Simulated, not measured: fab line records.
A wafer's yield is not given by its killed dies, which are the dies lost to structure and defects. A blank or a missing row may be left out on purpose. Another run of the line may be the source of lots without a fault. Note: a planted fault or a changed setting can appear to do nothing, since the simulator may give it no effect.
A struck lot beside a sound one	flow sky130	15 steps out of a route of 708
Sound: wafers L781.1, L781.3, L781.4. The struck wafers were L791.1, L791.2, L791.3. The cause is given at the end.
At each step with rows: each side's tool, then ch and its chambers, then its first start. Under that, the readings that differ: sound wafers	struck wafers	difference of the means	sigmas: that difference in standard deviations of wafers without a fault.
alike: words and numbers the same on both sides, and readings whose means are apart by under 2 such deviations; not compared: readings that were withheld, readings missing a value for some wafer, numbers with overlapping values and no deviation given by the record, and bounds like >300 which may hide the same value.
A row with sigmas, a row that says differs or no value, or rows on one side alone: a step with any of these is where the two part. When numbers do not overlap yet have no deviation, they are printed without sigmas and do not part them. A reading missing from all wafers of one side parts the sides only when that side holds two or more wafers.

first, 6 steps without rows for these wafers: SKY_SD_N_HMDS_01 (prime time 60 s); SKY_SD_N_COAT_02 (resist thk 1140 nm); SKY_SD_N_SOFTBAKE_03 (time 60 s); SKY_SD_N_EXPOSE_04 (exposes mask NSDM, target cd 380 nm); SKY_SD_N_PEB_05; SKY_SD_N_DEVELOP_06 (develop time 60 s).
SKY_SD_N_CD_MEAS_07: target cd 380 nm.
  sound: cd sem-02 at day 28 14:38; struck: cd sem-01 at day 31 16:02
  alike: cd nm
SKY_SD_N_OVL_MEAS_08:
  sound: overlay-01 at day 28 14:46; struck: overlay-02 at day 31 16:09
  alike: SD_N_OVL
then, 2 steps without rows for these wafers: SKY_SD_N_IMPLANT_09; SKY_SD_N_IMPLANT_10.
SKY_SD_N_STRIP_11: strips in O2/N2.
  sound on plasma asher-02 ch 0,1, day 28 15:06; struck on plasma asher-01 ch 0,1, day 31 16:29
  alike: drypump motor current A, oes product au, strip time to endpoint s
  not compared: rf hours counter h
SKY_SD_N_TW_MEAS_12:
  sound: film metro-01 at day 28 15:12; struck: film metro-03 at day 31 16:35
reading	sound	struck	difference	sigmas
SD_N_TW	4070 4091 4084	3932 3918 3946	-150	-3
SKY_SD_N_CLEAN_13: cleans in SC1/SC2, time 150 s.
  sound on wet bench-01 ch 3, day 28 15:16; struck on wet bench-01 ch 2, day 31 16:38
reading	sound	struck	difference	sigmas
run length s (s)	176 176 176	98 98 98	-78	-23
  alike: temp c
SKY_SD_N_RTA_14: time 2 s.
  sound on rtp anneal-01 ch 0, day 28 15:19; struck on rtp anneal-01 ch 0, day 31 16:41
  alike: lamp power pct, wafer_temp_C_max
-- the record jumps here: 17 days lie between the struck wafers' starts before and after (it left off in module SD_N and takes up again in module PAD_OPEN, whose first step shown is number 708 of the route) --
SKY_PAD_OPEN_PROBE_99:
  sound: prober-02 at day 46 06:50; struck: prober-02 at day 48 11:10
reading	sound	struck	difference	sigmas
model.etest.diode dnwell sub.leak log10 a cm2	-7.408 -7.727 -7.337	-6.959 -6.862 -7.036	+0.538	
model.etest.diode pwell dnwell.leak log10 a cm2	-7.564 -7.845 -7.517	-7.28 -7.243 -7.362	+0.35	
model.etest.pfet_16v.off log10 a um	-13.84 -14 -13.86	-13.79 -13.77 -13.77	+0.12	
model.etest.nfet_16v.off log10 a um	-13.93 -13.9 -13.77	-13.74 -13.74 -13.68	+0.15	
  alike: killed_at_M0_to_M3, killed_at_M4_up, killed at contacts, killed at front end, killed at other, killed dies, killed open, killed short
  not compared: model.etest.diode nwell sub.leak log10 a cm2

== WHERE THEY PART ==
First at SKY_SD_N_TW_MEAS_12; last, within this record, at SKY_SD_N_CLEAN_13. Later steps at which nothing parts them and some readings are alike: SKY_SD_N_RTA_14, SKY_PAD_OPEN_PROBE_99.

WHY: what had been put in by the simulator
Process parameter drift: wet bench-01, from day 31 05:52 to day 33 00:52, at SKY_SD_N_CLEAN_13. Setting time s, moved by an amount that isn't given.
